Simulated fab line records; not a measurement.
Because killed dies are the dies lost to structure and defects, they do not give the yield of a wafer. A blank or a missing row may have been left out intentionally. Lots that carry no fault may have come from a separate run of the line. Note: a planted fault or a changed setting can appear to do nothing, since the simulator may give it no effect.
The tool behind it: which one?	flow gf180mcu	12 lots with 36 wafers sampled at 5 steps, on a route of 602 steps

## WHAT THE GAUGES READ, wafer by wafer
GF_VT_IMPLANT_OVL_MEAS_07.
lot	measured	on	VT_IMPLANT_OVL (nm)
L394	day 5 21:22	overlay-02	2.3 0.7 0.1
L396	day 6 06:44	overlay-01	-0.8 -1.1 -0.5
L398	day 6 19:50	overlay-02	-0.2 2.3 0.0
L399	day 7 00:56	overlay-01	1.6 1.0 0.1
L400	day 7 06:07	overlay-01	2.2 1.6 3.2
L408	day 9 15:02	overlay-01	-0.9 -0.5 -1.0
L409	day 10 01:47	overlay-01	-2.7 -2.5 -1.4
L410	day 10 14:49	overlay-01	-2.1 0.3 -1.0
L412	day 11 05:16	overlay-01	0.8 0.5 2.1
L413	day 11 05:55	overlay-01	1.5 -0.5 0.2
L416	day 11 16:11	overlay-02	-0.5 -0.8 0.4
L414	day 11 16:35	overlay-02	-0.8 -0.2 -1.7

GF_HV_LDD_THK_MEAS_55.
lot	measured	on	HV_LDD_CVD_54_THK (nm)
L394	day 12 15:10	film_metro-03	9.99 10.00 10.03
L396	day 13 09:41	film_metro-02	10.14 10.16 10.09
L398	day 13 21:14	film_metro-04	9.81 9.75 9.83
L399	day 14 02:31	film_metro-04	10.09 10.03 10.08
L400	day 14 09:39	film_metro-04	9.94 9.90 9.97
L408	day 17 21:48	film_metro-03	9.96 10.00 9.99
L409	day 18 08:28	film_metro-04	9.77 9.80 9.78
L410	day 19 04:08	film_metro-02	9.97 10.01 10.05
L412	day 19 19:46	film_metro-02	9.95 10.01 10.12
L413	day 20 04:19	film_metro-03	10.19 10.09 10.11
L416	day 20 15:08	film_metro-03	10.08 10.05 10.23
L414	day 20 16:10	film_metro-02	9.85 10.03 9.93

GF_PSD_RS_MEAS_14: the measuring method here is four-point-probe.
lot	measured	on	NSD_RS (ohm/sq)
L394	day 14 10:29	film_metro-04	46.02 46.05 46.15
L396	day 15 04:28	film_metro-01	46.15 46.26 46.20
L398	day 15 17:24	film_metro-01	49.76 49.74 49.63
L399	day 15 21:41	film_metro-02	46.10 46.09 46.05
L400	day 16 06:08	film_metro-02	49.86 49.74 49.69
L408	day 19 22:56	film_metro-02	46.36 46.23 46.19
L409	day 20 09:17	film_metro-04	46.04 46.08 46.08
L410	day 21 05:46	film_metro-04	46.08 46.13 46.01
L412	day 21 21:57	film_metro-01	46.11 46.07 46.14
L413	day 22 06:30	film_metro-01	46.04 46.22 46.17
L416	day 22 16:05	film_metro-02	46.24 46.23 46.16
L414	day 22 17:20	film_metro-02	46.04 46.13 46.22

## WHICH TOOL RAN EACH LOT (tool, then ch and the chambers of the sampled wafers, then the start)
lot	GF_NSD_IMPLANT_09	GF_NSD_STRIP_11
L394	implanter-04 ch 0, day 13 13:20	plasma_asher-01 ch 0,1, day 13 13:38
L396	implanter-03 ch 0, day 14 06:55	plasma_asher-02 ch 0,1, day 14 07:13
L398	implanter-03 ch 0, day 14 19:46	plasma_asher-01 ch 0,1, day 14 20:02
L399	implanter-04 ch 0, day 15 00:42	plasma_asher-02 ch 0,1, day 15 00:58
L400	implanter-03 ch 0, day 15 08:49	plasma_asher-03 ch 0,1, day 15 09:07
L408	implanter-03 ch 0, day 18 22:37	plasma_asher-01 ch 0,1, day 18 22:53
L409	implanter-02 ch 0, day 19 09:10	plasma_asher-02 ch 0,1, day 19 09:26
L410	implanter-03 ch 0, day 20 05:53	plasma_asher-01 ch 0,1, day 20 06:11
L412	implanter-03 ch 0, day 20 21:13	plasma_asher-03 ch 1, day 20 21:29
L413	implanter-03 ch 0, day 21 06:04	plasma_asher-02 ch 0,1, day 21 06:20
L416	implanter-04 ch 0, day 21 16:14	plasma_asher-03 ch 0,1, day 21 16:32
L414	implanter-04 ch 0, day 21 17:13	plasma_asher-03 ch 0,1, day 21 17:29
- GF_NSD_IMPLANT_09
- GF_NSD_STRIP_11: strips in O2/N2.

## AS READ BY THE TOOLS THEMSELVES (means over the sampled wafers that have a number; for cases with no such wafer, the mark the record gives instead)
GF_NSD_IMPLANT_09.
lot	tool	beam_on_s (s)	dose_ions_cm2	faraday_current_uA
L394	implanter-04	21.3	4e+15	10367
L396	implanter-03	18.0	4e+15	12110
L398	implanter-03	11.5	3e+15	12025
L399	implanter-04	21.7	4e+15	10164
L400	implanter-03	11.8	3e+15	11818
L408	implanter-03	18.1	4e+15	12100
L409	implanter-02	18.5	4e+15	11806
L410	implanter-03	18.2	4e+15	11985
L412	implanter-03	17.9	4e+15	12212
L413	implanter-03	18.3	4e+15	11937
L416	implanter-04	21.3	4e+15	10282
L414	implanter-04	21.2	4e+15	10345

GF_NSD_STRIP_11.
lot	tool	drypump_motor_current_A (A)	heater_power_w (W)	oes_product_au (a.u.)	strip_time_to_endpoint_s (s)
L394	plasma_asher-01	6.4	349	0.485	22.951
L396	plasma_asher-02	5.6	322	0.486	22.943
L398	plasma_asher-01	6.4	348	0.509	21.259
L399	plasma_asher-02	5.4	333	0.485	22.959
L400	plasma_asher-03	5.4	330	0.511	21.212
L408	plasma_asher-01	6.4	350	0.482	22.929
L409	plasma_asher-02	5.7	324	0.489	22.969
L410	plasma_asher-01	6.4	352	0.486	22.947
L412	plasma_asher-03	5.3	313	0.486	22.908
L413	plasma_asher-02	5.7	329	0.489	22.943
L416	plasma_asher-03	5.4	350	0.481	22.945
L414	plasma_asher-03	5.5	348	0.492	22.940

## THE ANSWER, worked out from the rows above alone
Rule: what is usual is taken from the lots themselves. Put in order of their means at a reading, lots are off if they are a third of the lots or fewer, leave a main group of 4 or more, and stand apart from it by a gap of 3 or more times the standard deviation of the main group's means; of several such gaps the widest counts. The tables above print the reading to a certain number of digits; a main group whose means all agree to those digits is not used. Also off: a lot with no number at a reading for which 4 or more lots have one. Where the step has rows for the other lots, those lots are counted as sound. First the gauges in route order, then the tools' own readings, where a lot's mean is used as printed above. At the first step where some lot is off, the reading lying furthest off is the one used; lots without a number count as furthest.
Off: L398, L400, seen at GF_PSD_RS_MEAS_14 (NSD_RS). The main group has a mean of 46.13 ohm/sq with a standard deviation of 0.065.
A tool fits if, at a process step before that reading, it ran every lot that is off, and no sound lot after the first of them. Not tried: the gauges at GF_PSD_RS_MEAS_14; whatever is off there is also off at GF_NSD_IMPLANT_09, on other tools, and gauge error can't account for it. Not one of the candidates tried fits.

## WHAT THE SIMULATOR HAD INSERTED
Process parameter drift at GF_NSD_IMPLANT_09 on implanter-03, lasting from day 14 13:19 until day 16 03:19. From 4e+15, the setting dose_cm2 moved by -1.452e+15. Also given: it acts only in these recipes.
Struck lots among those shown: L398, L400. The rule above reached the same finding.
